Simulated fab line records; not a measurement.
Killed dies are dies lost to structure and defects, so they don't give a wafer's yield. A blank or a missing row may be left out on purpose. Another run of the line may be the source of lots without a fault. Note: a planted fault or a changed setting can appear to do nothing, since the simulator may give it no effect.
Shared-tool check ; flow gf180mcu ; 42 wafers sampled across 14 lots

## REASON IT WAS OPENED
GF_MVSD_TW_MEAS_11, reading MVSD_TW: flagged on 2 of 14 lots. Fault-free wafers read 1565, with a standard deviation of 13.
Rule: flag the lot when none of its wafers has a number, or when each of its wafers that has one lies beyond 4 standard deviations from that mean. The rest of the lots are taken to be sound.

lot;measured;on;MVSD_TW, wafer by wafer;flag
L741;day 4 11:24;filmMetro-03;1555 1543 1540;
L742;day 4 17:23;filmMetro-01;1577 1569 1571;
L743;day 4 23:22;filmMetro-03;1547 1546 1551;
L744;day 5 04:12;filmMetro-01;1579 1575 1571;
L746;day 5 15:08;filmMetro-04;1563 1568 1566;
L750;day 6 15:15;filmMetro-04;1571 1568 1568;
L751;day 6 19:38;filmMetro-04;1569 1572 1561;
L752;day 7 04:12;filmMetro-01;1568 1560 1568;
L755;day 7 21:05;filmMetro-01;1582 1575 1570;
L757;day 8 06:32;filmMetro-03;1533 1540 1536;
L758;day 8 12:00;filmMetro-01;1500 1493 1506;FLAGGED
L759;day 8 17:41;filmMetro-03;1463 1470 1468;FLAGGED
L760;day 9 00:25;filmMetro-04;1568 1565 1556;
L762;day 9 11:34;filmMetro-04;1568 1578 1573;
The mean of the flagged lots' numbers is 1483, -82 from the usual (-6 standard deviations).

## WHICH TOOL RAN EACH LOT
The record holds 1 process step before the reading, out of a route of 602 steps. Cell contents, in order: the tool; ch with the chambers the sampled wafers went through; the start.
lot;flag;GF_MVSD_IMPLANT_09
L741;;implanter-03 ch 0, day 4 11:10
L742;;implanter-04 ch 0, day 4 17:08
L743;;implanter-01 ch 0, day 4 22:58
L744;;implanter-04 ch 0, day 5 03:58
L746;;implanter-04 ch 0, day 5 14:55
L750;;implanter-01 ch 0, day 6 15:00
L751;;implanter-03 ch 0, day 6 19:23
L752;;implanter-03 ch 0, day 7 03:57
L755;;implanter-01 ch 0, day 7 20:52
L757;;implanter-03 ch 0, day 8 06:17
L758;FLAGGED;implanter-04, day 8 11:45
L759;FLAGGED;implanter-01, day 8 17:28
L760;;implanter-03 ch 0, day 9 00:10
L762;;implanter-03 ch 0, day 9 11:19
These steps, and what they do:
- GF_MVSD_IMPLANT_09
- GF_MVSD_TW_MEAS_11

## FLAGGED OVER TOTAL, TOOL BY TOOL (the gauges that took the reading come last)
step;tool;lots run;flagged;share of the flagged lots;sound lots run after its first flagged lot
GF_MVSD_IMPLANT_09;implanter-01;4;1;some;0
GF_MVSD_IMPLANT_09;implanter-03;6;0;none;-
GF_MVSD_IMPLANT_09;implanter-04;4;1;some;0
GF_MVSD_TW_MEAS_11;filmMetro-01;5;1;some;0
GF_MVSD_TW_MEAS_11;filmMetro-03;4;1;some;0
GF_MVSD_TW_MEAS_11;filmMetro-04;5;0;none;-

## THE TABLE: WHAT IT ALLOWS
No row of the table ran every flagged lot.

## WHAT HAD BEEN PUT IN BY THE SIMULATOR
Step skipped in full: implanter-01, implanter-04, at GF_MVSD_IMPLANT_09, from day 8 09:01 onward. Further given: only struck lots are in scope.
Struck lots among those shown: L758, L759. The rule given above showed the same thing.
